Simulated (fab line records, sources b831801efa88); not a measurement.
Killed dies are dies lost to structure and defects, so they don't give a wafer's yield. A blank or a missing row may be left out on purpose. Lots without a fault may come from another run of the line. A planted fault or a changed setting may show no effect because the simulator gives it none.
A struck lot beside a sound one | flow sky130 | 16 steps out of a route of 708
Sound: wafers L617.1, L617.2, L617.6. Struck: wafer L619.1. (L619.2 of the same lot was not struck and is left out.) The cause comes at the end.
At each step with rows: each side's tool, then ch and its chambers, then its first start. Under that, the readings that differ: sound wafers | struck wafers | difference of the means | sigmas: that difference in standard deviations of wafers without a fault.
alike: readings whose means differ by less than 2 such deviations, and words and numbers that are the same on both sides. not compared: withheld readings, readings that some wafer has no value for, bounds like >300 that may hide the same value, and numbers for which the record gives no deviation and whose values overlap.
The two part at a step that has a row with sigmas, a row that says differs or no value, or rows on one side only. Numbers that don't overlap but have no deviation are shown without sigmas and don't part them. A reading that every wafer of one side lacks parts them only if that side has two wafers or more.

SKY_SD_N_OVL_MEAS_08:
  sound on overlay-01, day 30 10:19; struck on overlay-02, day 31 23:24
  alike: SD_N_OVL
then, 2 steps without rows for these wafers: SKY_SD_N_IMPLANT_09; SKY_SD_N_IMPLANT_10.
SKY_SD_N_STRIP_11: strips in O2/N2.
  sound on plasma_asher-01 ch 0,1, day 30 10:39; struck on plasma_asher-01 ch 0, day 31 23:44
  alike: drypump_motor_current_A, oes_product_au, strip_time_to_endpoint_s
  not compared: rf_hours_counter_h
SKY_SD_N_TW_MEAS_12:
  sound on film_metro-02, day 30 10:45; struck on film_metro-03, day 31 23:50
  alike: SD_N_TW
then, 1 step without rows for these wafers: SKY_SD_N_CLEAN_13 (cleans in SC1/SC2, time 150 s).
SKY_SD_N_RTA_14: time 2 s.
  sound on rtp_anneal-02 ch 0, day 30 10:52; struck on rtp_anneal-02 ch 0, day 31 23:57
  reading            | sound             | struck | difference | sigmas
  lamp_power_pct (%) | 15.70 15.68 15.73 | 15.83  | +0.13      | +2
  alike: anneal_temp_c_max, wafer_temp_C_max
SKY_SD_N_RS_MEAS_16: measures by four-point-probe.
  sound on film_metro-02, day 30 11:02; struck on film_metro-01, day 32 00:08
  alike: SD_N_RS
SKY_SD_N_RS_MEAS_17: measures by four-point-probe.
  sound on film_metro-02, day 30 11:10; struck on film_metro-01, day 32 00:15
  alike: SD_P_RS
SKY_SD_N_RS_MEAS_18: measures by four-point-probe.
  sound on film_metro-02, day 30 11:17; struck on film_metro-01, day 32 00:22
  alike: RES_XHIGH_RS
then, 1 step without rows for these wafers: SKY_SALICIDE_CLEAN_00 (cleans in HF-last, time 30 s).
SKY_LI_CONTACT_HDPCVD_00: deposits PSG, target thk 930 nm, time 155 s.
  sound on hdpcvd-02 ch 0,1,2, day 30 11:25; struck on hdpcvd-02 ch 1, day 32 00:30
  reading                                       | sound             | struck | difference | sigmas
  model.PSG_of_LI_CONTACT_HDPCVD_00.thk_nm (nm) | 939.8 929.1 932.8 | 1653   | +719       |
SKY_LI_CONTACT_THK_MEAS_01:
  sound on film_metro-02, day 30 11:31; struck on film_metro-02, day 32 00:37
  reading                    | sound       | struck | difference | sigmas
  LI_CONTACT_HDPCVD_THK (nm) | 940 929 933 | 1652   | +718       | +89
SKY_LI_CONTACT_CMP_02: polishes PSG.
  sound on cmp-01 ch 0,3, day 30 11:35; struck on cmp-01 ch 1, day 32 00:46
  reading                | sound    | struck | difference | sigmas
  time_to_endpoint_s (s) | 33 36 32 | 110    | +76        | +24
  alike: motor_current_A, retaining_ring_pressure_frac
SKY_LI_CONTACT_BOW_MEAS_03:
  sound on film_metro-03, day 30 11:53; struck on film_metro-01, day 32 00:58
  alike: LI_CONTACT_BOW
then, 1 step without rows for these wafers: SKY_PAD_OPEN_PROBE_99.

WHERE THEY PART
First at SKY_SD_N_RTA_14; last, within this record, at SKY_LI_CONTACT_CMP_02. Later steps at which nothing parts them and some readings are alike: SKY_LI_CONTACT_BOW_MEAS_03.

WHY: what the simulator had put in
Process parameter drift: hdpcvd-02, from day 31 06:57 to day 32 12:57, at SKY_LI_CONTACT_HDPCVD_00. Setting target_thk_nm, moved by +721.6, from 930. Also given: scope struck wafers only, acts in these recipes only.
